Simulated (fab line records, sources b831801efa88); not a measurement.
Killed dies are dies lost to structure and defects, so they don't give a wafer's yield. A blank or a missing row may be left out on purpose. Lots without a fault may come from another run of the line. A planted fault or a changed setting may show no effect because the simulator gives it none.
fab line records | flow gf180mcu
record lots=6 wafers=18 last_day=34
route steps=602 shown M4@468 V4@476 MIM@503 PASSIVATION@602
lots that met no fault: from a run of the same line without faults
start_h: hours from the record's first day to the start of the lot's first wafer shown | wait_h: hours since the lot's step before | " the same as in the row above | L1.1+2: a row that stands for several wafers | - no value, or no start given | * or withheld: withheld | < > ~ a bound
route shown NAME@n: a module of which the file shows steps, and the number in the route of the first | usual: mean/standard deviation of fault-free wafers | same: alike in all rows | chamber/n: place in a boat | sites: the reading at each site | _std_site: their standard deviation | _edge_site: outer sites' mean less inner sites' | radius_mm: how far each site lies from the wafer's centre | mask NAME#n: copy n | behind: the tool/chamber that last shaped the wafer | hold: why the lot was held/for how many hours/how that ended | device: the transistor (n, p or np) that didn't switch | end of line: the same wafers' tests at the end of the route | a step without rows: its recipe alone | killed: dies lost to structure and defects at the first sort, not the wafer's yield | map: a wafer's dies, x killed, . not, _ none there
set.NAME: the setting as run; set.NAME@STEP: as run at that earlier step | model.NAME: the simulator's own value behind a step, which no gauge read
lots at some steps of the route; a table a step, a row a wafer
services: from which hour (start_h, from the record's first day; less than 0 if before it) a tool's chamber was out of use, for how many hours, and why
## steps
# step GF_M4_PEB_12
# recipe peb_temp_c=135 peb_time_s=90 resist=KrF
# step GF_M4_DEVELOP_13
# recipe develop_time_s=60 dev_temp_c=21
# step GF_M4_CD_MEAS_14
# recipe target_cd_nm=280
# usual cd_nm=280.5/1.4
# columns lot.wafer tool chamber start_h wait_h cd_nm
L847.1 cd_sem-02 - 555.87 0.1 280.8
L847.2 " - " " 280.0
L847.5 " - " " 280.0
L853.2 cd_sem-02 - 625.08 0.1 279.0
L853.4 " - " " 278.7
L853.5 " - " " 277.9
L856.2 cd_sem-02 - 644.74 0.1 281.6
L856.3 " - " " 282.2
L856.4 " - " " 281.1
L863.3 cd_sem-01 - 691.66 0.1 282.1
L863.5 " - " " 281.9
L863.6 " - " " 282.4
L864.1 cd_sem-02 - 693.17 0.1 279.4
L864.3 " - " " 279.3
L864.5 " - " " 279.9
L866.1 cd_sem-02 - 703.62 0.1 282.0
L866.2 " - " " 282.3
L866.3 " - " " 281.5
# step GF_M4_OVL_MEAS_15
# usual M4_OVL=-3/4.8
# columns lot.wafer tool chamber start_h wait_h M4_OVL[nm]
L847.1 overlay-01 - 555.99 0.1 -3
L847.2 " - " " -1
L847.5 " - " " -4
L853.2 overlay-01 - 625.19 0.1 -14
L853.4 " - " " -18
L853.5 " - " " -16
L856.2 overlay-01 - 644.84 0.1 -5
L856.3 " - " " -4
L856.4 " - " " -10
L863.3 overlay-01 - 691.75 0.1 0
L863.5 " - " " -5
L863.6 " - " " 2
L864.1 overlay-02 - 693.29 0.1 -1
L864.3 " - " " -7
L864.5 " - " " 0
L866.1 overlay-01 - 703.74 0.1 1
L866.2 " - " " 0
L866.3 " - " " 5
# step GF_M4_METAL_ETCH_16
# recipe chemistry=Cl2/BCl3 mask_material=KrF target_depth_nm=627.5 stop_on=SiO2 pressure_mtorr=8 icp_w=800 bias_w=140 Cl2_flow_sccm=80 bcl3_flow_sccm=40 time_s=104.6
# usual drypump_motor_current_A=5.72/0.29 oes_product_au=0.974/0.0068 throttle_valve_pct=28.249/0.011
# columns lot.wafer tool chamber start_h wait_h drypump_motor_current_A oes_product_au rf_hours_counter_h throttle_valve_pct
L847.1 rie_metal-02 0 556.02 0.0 5.79 0.970 2 28.240
L847.2 " 1 " " 5.35 0.968 1 28.252
L847.5 " 1 " " 5.35 0.976 - 28.247
L853.2 rie_metal-04 1 625.22 0.0 5.81 0.974 2 28.237
L853.4 " 0 " " 5.57 0.971 - 28.255
L853.5 " 0 " " 5.57 0.974 - 28.251
L856.2 rie_metal-02 1 644.87 0.0 5.31 0.973 3 28.247
L856.3 " 1 " " 5.31 0.965 - 28.261
L856.4 " 0 " " 5.77 0.965 - 28.261
L863.3 rie_metal-04 0 691.81 0.1 5.55 0.966 - 28.259
L863.5 " 0 " " 5.59 0.963 - 28.258
L863.6 " 1 " " 5.81 0.970 - 28.262
L864.1 rie_metal-04 0 693.33 0.0 5.56 0.978 6 28.246
L864.3 " 0 " " 5.55 0.967 - 28.249
L864.5 " 1 " " 5.85 0.964 - 28.270
L866.1 rie_metal-01 0 703.77 0.0 6.32 0.986 0 28.235
L866.2 " 1 " " 5.87 0.962 3 28.250
L866.3 " 0 " " 6.32 0.972 - 28.240
# step GF_M4_STRIP_17
# recipe chemistry=O2/N2 power_w=1400 pressure_mtorr=1500 platen_temp_c=250 o2_flow_sccm=3000 n2_flow_sccm=300 overash_fraction=0.5
# step GF_M4_STRIP_18
# recipe chemistry=post_etch_residue_remover time_s=1200 temp_c=72.5
# step GF_M4_CLEAN_19
# recipe chemistry=DIW dry=n2_spin
# step GF_V4_CVD_00
# recipe material=SiO2 target_thk_nm=600 sigma_open_frac=0.3 temp_c=400 time_s=100 sih4_flow_sccm=62.55 pressure_mtorr=6
# step GF_V4_THK_MEAS_01
# recipe reads=SiO2_of_V4_CVD_00
# usual V4_CVD_00_THK=627/5.1
# columns lot.wafer tool chamber start_h wait_h V4_CVD_00_THK[nm]
L847.1 film_metro-04 - 556.74 0.0 619
L847.2 " - " " 621
L847.5 " - " " 625
L853.2 film_metro-01 - 625.98 0.0 627
L853.4 " - " " 624
L853.5 " - " " 628
L856.2 film_metro-04 - 645.64 0.0 632
L856.3 " - " " 633
L856.4 " - " " 631
L863.3 film_metro-04 - 692.51 0.1 638
L863.5 " - " " 622
L863.6 " - " " 633
L864.1 film_metro-04 - 694.04 0.0 628
L864.3 " - " " 630
L864.5 " - " " 624
L866.1 film_metro-02 - 704.49 0.0 628
L866.2 " - " " 631
L866.3 " - " " 631
# step GF_V4_CVD_02
# recipe material=SiO2 target_thk_nm=850 precursor=TEOS temp_c=400 time_s=94.851 rf_w=600
# step GF_V4_THK_MEAS_03
# recipe reads=SiO2_of_V4_CVD_02
# usual V4_CVD_02_THK=854/9.9
# columns lot.wafer tool chamber start_h wait_h V4_CVD_02_THK[nm]
L847.1 film_metro-02 - 556.87 0.0 854
L847.2 " - " " 857
L847.5 " - " " 862
L853.2 film_metro-01 - 626.11 0.0 841
L853.4 " - " " 853
L853.5 " - " " 857
L856.2 film_metro-04 - 645.77 0.0 837
L856.3 " - " " 843
L856.4 " - " " 861
L863.3 film_metro-01 - 692.64 0.1 868
L863.5 " - " " 872
L863.6 " - " " 867
L864.1 film_metro-02 - 694.17 0.0 840
L864.3 " - " " 849
L864.5 " - " " 856
L866.1 film_metro-02 - 704.62 0.0 850
L866.2 " - " " 853
L866.3 " - " " 846
# step GF_V4_CMP_04
# recipe material=SiO2 down_force_psi=4 platen_rpm=60 pad_velocity_m_s=0.94248
# usual motor_current_A=12.3/1 time_to_endpoint_s=83/4.5
# columns lot.wafer tool chamber start_h wait_h motor_current_A time_to_endpoint_s model.SiO2_of_V4_CVD_02.thk_nm
L847.1 cmp-02 3 557.03 0.1 13.7 86 632.5
L847.2 " 0 " " 12.3 83 632.7
L847.5 " 1 " " 12.5 88 633.4
L853.2 cmp-01 1 626.16 0.0 11.0 80 632.2
L853.4 " 0 " " 13.1 81 633.8
L853.5 " 2 " " 11.4 88 632.4
L856.2 cmp-02 3 645.82 0.0 14.3 77 632.4
L856.3 " 0 " " 11.3 79 632.2
L856.4 " 2 " " 12.1 84 632.9
L863.3 cmp-01 3 692.83 0.2 12.5 27 790.5
L863.6 " 0 " " 13.0 28 790.4
L863.5 " 1 " " 11.3 32 791.2
L864.1 cmp-01 3 694.33 0.1 12.3 20 789.9
L864.3 " 0 " " 13.0 22 790.6
L864.5 " 2 " " 11.8 28 792.3
L866.1 cmp-02 1 704.68 0.1 12.6 77 632.2
L866.2 " 3 " " 14.8 78 632.9
L866.3 " 0 " " 11.5 79 632.9
# step GF_V4_BOW_MEAS_05
# recipe mode=bow
# usual V4_BOW=137/9.6
# columns lot.wafer tool chamber start_h wait_h V4_BOW[um]
L847.1 film_metro-02 - 557.23 0.1 149
L847.2 " - " " 134
L847.5 " - " " 126
L853.2 film_metro-02 - 626.48 0.3 134
L853.4 " - " " 148
L853.5 " - " " 138
L856.2 film_metro-02 - 646.14 0.3 158
L856.3 " - " " 148
L856.4 " - " " 154
L863.3 film_metro-01 - 693.02 0.1 144
L863.5 " - " " 149
L863.6 " - " " 147
L864.1 film_metro-02 - 694.53 0.1 138
L864.3 " - " " 136
L864.5 " - " " 146
L866.1 film_metro-04 - 704.98 0.2 132
L866.2 " - " " 128
L866.3 " - " " 132
# step GF_V4_DEHYDRATE_06
# recipe temp_c=200 time_s=60
# step GF_V4_HMDS_07
# recipe prime_time_s=60 prime_temp_c=119.3
# step GF_V4_COAT_08
# recipe resist=BARC temp_c=withheld time_s=withheld spin_rpm=withheld resist_thk_nm=withheld
# step GF_V4_COAT_09
# recipe resist=KrF spin_rpm=withheld resist_thk_nm=1000
# step GF_V4_SOFTBAKE_10
# recipe temp_c=130 time_s=60 resist=KrF
# step GF_V4_EXPOSE_11
# recipe mask_id=Via4 target_cd_nm=260 na=0.68 source_shape=conventional sigma_outer=0.6 dose_mj=38
# step GF_V4_PEB_12
# recipe peb_temp_c=135 peb_time_s=90 resist=KrF
# step GF_V4_DEVELOP_13
# recipe develop_time_s=60 resist=KrF dev_temp_c=21
# step GF_V4_CD_MEAS_14
# recipe target_cd_nm=260
# usual cd_nm=259.7/1.1
# columns lot.wafer tool chamber start_h wait_h cd_nm
L847.1 cd_sem-01 - 579.35 0.1 258.9
L847.2 " - " " 259.4
L847.5 " - " " 258.9
L853.2 cd_sem-02 - 646.49 0.1 258.0
L853.4 " - " " 259.3
L853.5 " - " " 258.8
L856.2 cd_sem-01 - 665.67 0.1 260.2
L856.3 " - " " 258.9
L856.4 " - " " 259.1
L863.3 cd_sem-01 - 711.69 0.1 260.4
L863.5 " - " " 261.0
L863.6 " - " " 260.6
L864.1 cd_sem-02 - 713.37 0.1 258.1
L864.3 " - " " 258.4
L864.5 " - " " 257.7
L866.1 cd_sem-01 - 722.59 0.1 260.9
L866.2 " - " " 260.8
L866.3 " - " " 260.8
# step GF_V4_OVL_MEAS_15
# usual V4_OVL=-1/5.7
# columns lot.wafer tool chamber start_h wait_h V4_OVL[nm]
L847.1 overlay-02 - 579.47 0.1 -6
L847.2 " - " " 1
L847.5 " - " " -4
L853.2 overlay-01 - 646.60 0.1 8
L853.4 " - " " 12
L853.5 " - " " 1
L856.2 overlay-02 - 665.77 0.1 2
L856.3 " - " " -8
L856.4 " - " " 0
L863.3 overlay-02 - 711.78 0.1 -4
L863.5 " - " " -3
L863.6 " - " " -12
L864.1 overlay-01 - 713.49 0.1 3
L864.3 " - " " 0
L864.5 " - " " 0
L866.1 overlay-02 - 722.71 0.1 -4
L866.2 " - " " -5
L866.3 " - " " -5
# step GF_V4_ETCH_16
# recipe chemistry=N2/H2 target_depth_a=withheld overetch_a=withheld time_s=withheld target=BARC ion_energy_ev=200 source_w=500 bias_w=100 pressure_mtorr=30 n2_flow_sccm=100 h2_flow_sccm=200
# usual drypump_motor_current_A=5.7/0.48 h2_flow_sccm=200.1/0.56 oes_product_au=0.856/0.0047 throttle_valve_pct=13.225/0.0094
# columns lot.wafer tool chamber start_h wait_h drypump_motor_current_A h2_flow_sccm oes_product_au throttle_valve_pct
L847.1 rie_diel-04 2 579.50 0.0 5.6 199.5 0.861 13.218
L847.2 " 3 " " 5.9 200.9 0.852 13.239
L847.5 " 0 " " 5.7 199.6 0.858 13.215
L853.2 rie_diel-04 1 646.63 0.0 6.7 200.9 0.855 13.235
L853.4 " 2 " " 5.6 200.4 0.867 13.239
L853.5 " 2 " " 5.6 200.8 0.864 13.226
L856.2 rie_diel-01 1 665.80 0.0 5.0 200.4 0.865 13.239
L856.3 " 3 " " 5.9 198.7 0.853 13.210
L856.4 " 2 " " 5.2 200.3 0.850 13.232
L863.3 rie_diel-01 3 711.80 0.0 5.9 200.4 0.859 13.218
L863.5 " 3 " " 5.9 200.2 0.852 13.211
L863.6 " 0 " " 5.6 199.2 0.858 13.221
L864.1 rie_diel-02 3 713.53 0.0 5.2 199.9 0.852 13.238
L864.3 " 0 " " 6.4 200.5 0.844 13.221
L864.5 " 3 " " 5.2 199.7 0.851 13.231
L866.1 rie_diel-04 0 722.75 0.0 5.7 199.9 0.846 13.223
L866.2 " 3 " " 5.9 199.7 0.853 13.224
L866.3 " 1 " " 6.7 200.7 0.856 13.226
# step GF_V4_ETCH_17
# recipe chemistry=C4F8/O2/Ar mask_material=KrF target=SiO2 stop_on=TiN source_w=1500 bias_w=1200 pressure_mtorr=40 c4f8_flow_sccm=withheld O2_flow_sccm=6 Ar_flow_sccm=300 time_s=withheld target_depth_a=6300
# usual oes_product_au=0.856/0.0044
# columns lot.wafer tool chamber start_h wait_h oes_product_au model.V4.feature_depth_nm model.etch.depth_nm
L847.1 rie_diel-04 2 - - 0.858 632.5 632.5
L847.2 " 3 " " 0.865 632.7 632.7
L847.5 " 0 " " 0.855 633.4 633.4
L853.2 rie_diel-04 1 - - 0.850 632.2 632.2
L853.4 " 2 " " 0.860 633.8 633.8
L853.5 " 2 " " 0.857 632.4 632.4
L856.2 rie_diel-01 1 - - 0.857 632.4 632.4
L856.3 " 3 " " 0.854 632.2 632.2
L856.4 " 2 " " 0.853 632.9 632.9
L863.3 rie_diel-01 3 - - 0.967 790.5 790.5
L863.5 " 3 " " 0.979 791.2 791.2
L863.6 " 0 " " 0.972 790.4 790.4
L864.1 rie_diel-02 3 - - 0.969 789.9 789.9
L864.3 " 0 " " 0.974 790.6 790.6
L864.5 " 3 " " 0.978 792.3 792.3
L866.1 rie_diel-04 0 - - 0.848 632.2 632.2
L866.2 " 3 " " 0.853 632.9 632.9
L866.3 " 1 " " 0.859 632.9 632.9
# step GF_V4_STRIP_18
# recipe chemistry=O2/N2 power_w=1400 pressure_mtorr=1500 platen_temp_c=250 o2_flow_sccm=3000 n2_flow_sccm=300 overash_fraction=0.5
# step GF_V4_STRIP_19
# recipe chemistry=post_etch_residue_remover time_s=1200 temp_c=72.5
# step GF_V4_CLEAN_20
# recipe chemistry=DIW dry=n2_spin
# step GF_V4_SPUTTER_21
# recipe material=Ti target_thk_nm=15 chamber_pressure_pa=5 power_w=2500 substrate_temp_c=200 time_s=80.02
# usual throttle_valve_pct=29.7/1.1
# columns lot.wafer tool chamber start_h wait_h throttle_valve_pct
L847.1 pvd_sputter-04 - 580.16 0.0 30.3
L847.2 " - " " 31.9
L847.5 " - " " 29.8
L853.2 pvd_sputter-03 - 647.41 0.0 31.5
L853.4 " - " " 30.1
L853.5 " - " " 28.0
L856.2 pvd_sputter-03 - 666.48 0.0 28.0
L856.3 " - " " 30.4
L856.4 " - " " 28.0
L863.3 pvd_sputter-03 - 712.48 0.0 31.6
L863.5 " - " " 28.1
L863.6 " - " " 30.5
L864.1 pvd_sputter-03 - 714.19 0.0 31.1
L864.3 " - " " 30.0
L864.5 " - " " 31.4
L866.1 pvd_sputter-04 - 723.42 0.0 31.1
L866.2 " - " " 28.8
L866.3 " - " " 30.0
# step GF_V4_SPUTTER_22
# recipe material=TiN target_thk_nm=10 chamber_pressure_pa=5 power_w=4000 time_s=40
# usual throttle_valve_pct=29.7/1.1
# columns lot.wafer tool chamber start_h wait_h throttle_valve_pct
L847.1 pvd_sputter-04 - 580.23 0.0 30.1
L847.2 " - " " 31.7
L847.5 " - " " 29.8
L853.2 pvd_sputter-03 - 647.47 0.0 31.4
L853.4 " - " " 30.3
L853.5 " - " " 28.1
L856.2 pvd_sputter-03 - 666.54 0.0 28.0
L856.3 " - " " 30.3
L856.4 " - " " 27.6
L863.3 pvd_sputter-03 - 712.54 0.0 31.2
L863.5 " - " " 28.0
L863.6 " - " " 30.3
L864.1 pvd_sputter-03 - 714.25 0.0 31.0
L864.3 " - " " 29.7
L864.5 " - " " 31.2
L866.1 pvd_sputter-04 - 723.48 0.0 31.2
L866.2 " - " " 28.7
L866.3 " - " " 29.9
# step GF_V4_CVD_23
# recipe material=W target_thk_nm=350 time_s=104.9 temp_c=400 pressure_torr=40
# step GF_V4_RS_MEAS_24
# recipe thk_meas_gauge=four-point-probe reads=W_of_V4_CVD_23+TiN_of_V4_SPUTTER_22+Ti_of_V4_SPUTTER_21
# usual V4_W_RS=0.329/0.0036
# columns lot.wafer tool chamber start_h wait_h V4_W_RS[ohm/sq]
L847.1 film_metro-04 - 580.38 0.1 0.329
L847.2 " - " " 0.332
L847.5 " - " " 0.329
L853.2 film_metro-01 - 647.64 0.1 0.325
L853.4 " - " " 0.325
L853.5 " - " " 0.325
L856.2 film_metro-04 - 666.71 0.1 0.334
L856.3 " - " " 0.332
L856.4 " - " " 0.331
L863.3 film_metro-01 - 712.73 0.1 0.327
L863.5 " - " " 0.329
L863.6 " - " " 0.330
L864.1 film_metro-02 - 714.51 0.2 0.325
L864.3 " - " " 0.327
L864.5 " - " " 0.326
L866.1 film_metro-01 - 723.63 0.1 0.326
L866.2 " - " " 0.324
L866.3 " - " " 0.327
# step GF_V4_THK_MEAS_25
# recipe thk_meas_gauge=xrf reads=W_of_V4_CVD_23
# usual V4_W_THK=335/5
# columns lot.wafer tool chamber start_h wait_h V4_W_THK[nm]
L847.1 film_metro-04 - 580.50 0.1 332
L847.2 " - " " 328
L847.5 " - " " 332
L853.2 film_metro-01 - 647.75 0.1 333
L853.4 " - " " 336
L853.5 " - " " 336
L856.2 film_metro-04 - 666.82 0.1 330
L856.3 " - " " 333
L856.4 " - " " 333
L863.3 film_metro-01 - 712.83 0.1 331
L863.5 " - " " 332
L863.6 " - " " 329
L864.1 film_metro-02 - 714.63 0.1 344
L864.3 " - " " 343
L864.5 " - " " 345
L866.1 film_metro-01 - 723.75 0.1 334
L866.2 " - " " 337
L866.3 " - " " 336
# step GF_V4_CMP_26
# recipe stop_on=SiO2 down_force_psi=3.5 platen_rpm=60 t_overpolish_s=15 target_thk_nm=0 pad_velocity_m_s=0.94248
# usual motor_current_A=11.3/0.94
# columns lot.wafer tool chamber start_h wait_h motor_current_A model.SiO2_of_V4_CVD_02.thk_nm
L847.1 cmp-02 3 580.56 0.1 13.0 628.8
L847.2 " 2 " " 11.0 628.9
L847.5 " 0 " " 10.9 629.7
L853.2 cmp-01 0 647.85 0.1 11.3 628.4
L853.4 " 2 " " 10.2 630
L853.5 " 3 " " 11.4 628.6
L856.2 cmp-01 1 666.92 0.1 10.2 628.6
L856.3 " 2 " " 9.4 628.4
L856.4 " 3 " " 11.3 629.2
L863.3 cmp-02 3 712.92 0.1 13.6 786.7
L863.5 " 2 " " 11.4 787.4
L863.6 " 3 " " 13.0 786.6
L864.3 cmp-01 1 714.74 0.1 10.0 786.8
L864.1 " 2 " " 9.6 786.2
L864.5 " 1 " " 10.3 788.5
L866.3 cmp-01 2 723.81 0.0 10.0 629.1
L866.1 " 0 " " 12.6 628.4
L866.2 " 1 " " 10.5 629.1
# step GF_MIM_SPUTTER_00
# recipe material=Ti target_thk_nm=37.5 arriving_ion_energy_ev=80 substrate_temp_c=200 chamber_pressure_pa=2 power_w=4000 time_s=150
# usual throttle_valve_pct=29.6/1.2
# columns lot.wafer tool chamber start_h wait_h throttle_valve_pct
L847.1 pvd_sputter-01 - 580.86 0.2 30.3
L847.2 " - " " 27.5
L847.5 " - " " 27.2
L853.2 pvd_sputter-02 - 648.10 0.2 30.1
L853.4 " - " " 28.3
L853.5 " - " " 29.9
L856.2 pvd_sputter-01 - 667.17 0.2 28.7
L856.3 " - " " 30.5
L856.4 " - " " 29.4
L863.3 pvd_sputter-04 - 713.17 0.2 28.9
L863.5 " - " " 30.1
L863.6 " - " " 31.3
L864.1 pvd_sputter-04 - 714.99 0.1 28.7
L864.3 " - " " 31.5
L864.5 " - " " 31.9
L866.1 pvd_sputter-02 - 724.11 0.1 29.8
L866.2 " - " " 28.7
L866.3 " - " " 30.6
# step GF_PASSIVATION_PROBE_99
# columns lot.wafer tool chamber start_h wait_h model.etest.via4_chain.rc_ohm model.etest.met5_comb.leak_log10_a_um
L847.1 prober-02 - 688.52 0.1 6.609 -11.96
L847.2 prober-02 - 688.57 0.1 6.511 -11.98
L847.5 prober-02 - 688.72 0.2 6.275 -11.87
L853.2 prober-02 - 748.43 0.1 6.499 -11.96
L853.4 prober-02 - 748.53 0.2 6.496 -11.95
L853.5 prober-02 - 748.58 0.2 6.58 -12.04
L856.2 prober-01 - 763.27 0.1 6.552 -11.99
L856.3 prober-01 - 763.32 0.2 6.124 -12.01
L856.4 prober-01 - 763.37 0.2 6.632 -12.08
L863.3 prober-02 - 801.95 0.2 9.116 -12.05
L863.5 prober-02 - 802.05 0.2 9.674 -11.89
L863.6 prober-02 - 802.10 0.2 7.707 -11.88
L864.1 prober-01 - 803.95 0.1 8.989 -10.43
L864.3 prober-01 - 804.05 0.2 7.414 -11.16
L864.5 prober-01 - 804.15 0.2 9.224 -11.57
L866.1 prober-01 - 813.07 0.1 6.225 -12.02
L866.2 prober-01 - 813.12 0.1 6.49 -11.9
L866.3 prober-01 - 813.17 0.2 6.83 -12.1
# killed by level:class
L847.1 CONTACT:geometric_particle:open=6 V3:geometric_particle:open=5 V4:geometric_particle:open=5 V5:geometric_particle:open=4 STI:geometric_particle:short=3 V1:geometric_particle:open=3 POLY_GATE:geometric_particle:short=2 V1:geometric_particle:short=2
L847.2 V5:geometric_particle:open=6 M1:geometric_particle:short=6 V2:geometric_particle:open=5 STI:geometric_particle:short=4 V4:geometric_particle:open=4 M2:geometric_particle:short=3 V2:geometric_particle:short=3 POLY_GATE:geometric_particle:open=2
L847.5 CONTACT:geometric_particle:open=7 V4:geometric_particle:open=6 STI:geometric_particle:open=4 V1:geometric_particle:open=4 STI:geometric_particle:short=3 POLY_GATE:geometric_particle:short=3 V2:geometric_particle:open=3 M1:geometric_particle:short=3
L853.2 CONTACT:geometric_particle:open=5 V2:geometric_particle:open=5 V5:geometric_particle:open=4 CONTACT:geometric_particle:short=2 V1:geometric_particle:short=2 V1:geometric_particle:open=2 M3:geometric_particle:open=2 V4:geometric_particle:open=2
L853.4 V4:geometric_particle:open=5 M2:geometric_particle:short=4 V3:geometric_particle:open=4 CONTACT:geometric_particle:open=3 V1:geometric_particle:short=3 V3:geometric_particle:short=3 M5:geometric_particle:short=2 V1:geometric_particle:open=2
L853.5 V1:geometric_particle:open=6 V2:geometric_particle:short=5 STI:geometric_particle:short=4 STI:geometric_particle:open=4 CONTACT:geometric_particle:open=4 M1:geometric_particle:short=3 V2:geometric_particle:open=3 V5:geometric_particle:open=3
L856.2 CONTACT:geometric_particle:open=7 V3:geometric_particle:open=5 M5:geometric_particle:short=5 V1:geometric_particle:open=4 M1:geometric_particle:short=3 V2:geometric_particle:open=3 V5:geometric_particle:open=3 CONTACT:geometric_particle:short=2
L856.3 V3:geometric_particle:open=4 V5:geometric_particle:open=4 V1:geometric_particle:open=3 V4:geometric_particle:open=3 V2:geometric_particle:open=2 CONTACT:geometric_particle:open=2 V4:geometric_particle:short=2 TOP_METAL:geometric_particle:short=2
L856.4 STI:geometric_particle:open=4 CONTACT:geometric_particle:open=4 V1:geometric_particle:open=4 V3:geometric_particle:open=4 M1:geometric_particle:short=3 V5:geometric_particle:open=3 V1:geometric_particle:short=2 V2:geometric_particle:short=2
L866.1 CONTACT:geometric_particle:open=11 V3:geometric_particle:open=6 V3:geometric_particle:short=4 V4:geometric_particle:open=4 M1:geometric_particle:short=3 V1:geometric_particle:short=3 V1:geometric_particle:open=3 V2:geometric_particle:short=3
L866.2 CONTACT:geometric_particle:open=4 V2:geometric_particle:open=4 V3:geometric_particle:open=3 V4:geometric_particle:open=3 V5:geometric_particle:open=3 STI:geometric_particle:open=2 M1:geometric_particle:short=2 M3:geometric_particle:short=2
L866.3 V5:geometric_particle:open=5 V2:geometric_particle:open=3 CONTACT:geometric_particle:open=2 M1:geometric_particle:short=2 V3:geometric_particle:short=2 V4:geometric_particle:short=2 V4:geometric_particle:open=2 STI:geometric_particle:short=1
## services
# columns tool chamber start_h hours kind
rie_diel-01 - 547.98 1.5 repair
cmp-01 - 550.22 15.7 pm
rie_diel-04 - 560.34 1.4 repair
pvd_sputter-03 - 561.38 0.7 repair
cmp-01 - 565.93 4.1 pm
cmp-01 - 572.00 4.0 pm
pvd_sputter-02 - 581.45 1.3 repair
cmp-01 - 585.55 32.8 repair
cmp-02 - 588.57 2.1 repair
rie_metal-02 - 614.28 2.8 pm
cmp-01 - 618.35 7.0 pm
cmp-02 - 625.36 3.4 pm
rie_diel-01 0 629.51 9.7 repair
rie_diel-02 - 632.01 2.8 pm
rie_diel-02 0 634.97 1.2 repair
pvd_sputter-02 - 636.00 3.1 repair
rie_metal-04 1 652.73 21.3 repair
rie_metal-02 0 652.94 3.5 repair
cmp-02 - 666.25 6.4 pm
pvd_sputter-03 - 683.69 2.2 repair
cmp-01 - 689.86 1.6 repair
rie_diel-04 1 698.01 10.7 repair
rie_diel-01 2 706.25 3.1 repair
cmp-02 - 707.93 1.9 repair
## key
first_sign step=GF_V4_CMP_04 reading=time_to_endpoint_s direction=down sigmas=13 usual=* struck=*
effect step=GF_V4_ETCH_17 reading=oes_product_au direction=up sigmas=27 usual=0.856 struck=0.973
model_effect step=GF_V4_CMP_04 value=SiO2_of_V4_CVD_02.thk_nm without=632.7 struck=790.8
model_effect step=GF_V4_ETCH_17 value=V4.feature_depth_nm without=632.7 struck=790.8
model_effect step=GF_V4_CMP_26 value=SiO2_of_V4_CVD_02.thk_nm without=628.9 struck=787
model_effect step=GF_PASSIVATION_PROBE_99 value=etest.via4_chain.rc_ohm without=6.414 struck=8.687
met_at GF_V4_CMP_04
struck_wafers L863.3,L863.5,L863.6,L864.1,L864.3,L864.5
sort_left_out L863.3,L863.5,L863.6,L864.1,L864.3,L864.5
onset_between 626.16 692.83
fault kind=process_parameter_drift tool=cmp-01 chamber=- onset_h=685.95 steps=GF_V4_CMP_04 channel=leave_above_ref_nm offset=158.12 shape=step end_h=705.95 acts_in=these_recipes_only stated=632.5
# sort_left_out: the simulated sort isn't trusted on such a fault, so these wafers' sort isn't shown, and their yield isn't known
